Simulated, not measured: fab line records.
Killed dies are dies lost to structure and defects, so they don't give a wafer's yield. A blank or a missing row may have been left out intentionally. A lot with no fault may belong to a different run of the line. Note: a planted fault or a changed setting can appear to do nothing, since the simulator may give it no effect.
One fault seen from 2 desks | flow sky130 | each desk has only its own numbers; what lay behind them comes last

AT THE METROLOGY DESK
Means of the sampled wafers that have a number, per lot and without regard to the tool the lot ran on: this is what the gauges read. A lot is out of limits, marked OUT, if its mean lies more than 4 standard deviations from the usual mean; the brackets give that distance.
Columns: A = CONTACT_HDPCVD_THK at SKY_CONTACT_THK_MEAS_03, usual 564 nm; B = CONTACT_OVL at SKY_CONTACT_OVL_MEAS_15, usual -3 nm
lot  | first seen here | A              | B
L567 | day 29 00:46    | 565            | 3
L569 | day 31 08:34    | 556            | -2
L570 | day 32 07:16    | 558            | 0
L574 | day 33 10:58    | 560            | -3
L576 | day 34 03:07    | 526 (-8.2) OUT | -2
L578 | day 34 13:35    | 501 (-14) OUT  | -6
L586 | day 36 18:07    | 563            | -4
L587 | day 37 08:38    | 566            | 5
L588 | day 38 04:23    | 560            | -6
L589 | day 38 06:56    | 562            | 1
L590 | day 38 10:41    | 562            | -2
Finding of this desk: L576, L578 out of limits, first seen on L576 at day 34 03:07 (CONTACT_HDPCVD_THK at SKY_CONTACT_THK_MEAS_03). In limits: L567, L569, L570, L574, L586, L587, L588, L589, L590.

DESK OF THE TOOL OWNER: hdpcvd-01
The tool's own readings at SKY_CONTACT_HDPCVD_02 (deposits SiO2, target thk 565 nm, time 94.2 s): means of the sampled wafers that have a number, for each lot that ran on this tool. A lot is out of limits, marked OUT, if its mean lies more than 4 standard deviations from the usual mean; the brackets give that distance.
Columns: A = runLengthS at SKY_CONTACT_HDPCVD_02, usual 122.3 s
lot  | first seen here | A
L570 | day 32 07:12    | 122.1
L576 | day 34 03:02    | 117.3 (-9.2) OUT
L578 | day 34 13:30    | 111.2 (-20) OUT
L588 | day 38 04:19    | 122.5
L590 | day 38 10:37    | 122.1
This desk finds L576, L578 out of limits, L576 being first, at day 34 03:02 (runLengthS at SKY_CONTACT_HDPCVD_02). In limits: L570, L588, L590.

ALL TOGETHER
On L576, L578, at day 34 03:02, an alarm was possible from the tool owner's desk.
Metrology desk: alarm possible at day 34 03:07 on L576, L578.
On hdpcvd-01, each named lot ran SKY_CONTACT_HDPCVD_02.

WHAT THE SIMULATOR HAD INSERTED
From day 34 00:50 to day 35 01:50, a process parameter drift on hdpcvd-01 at SKY_CONTACT_HDPCVD_02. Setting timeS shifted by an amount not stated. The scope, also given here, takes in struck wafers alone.
Struck lots among those shown: L576, L578.
Counting hours from when the fault started, the first reading out of limits came at 2 for the tool owner's desk and at 2 for the metrology desk.
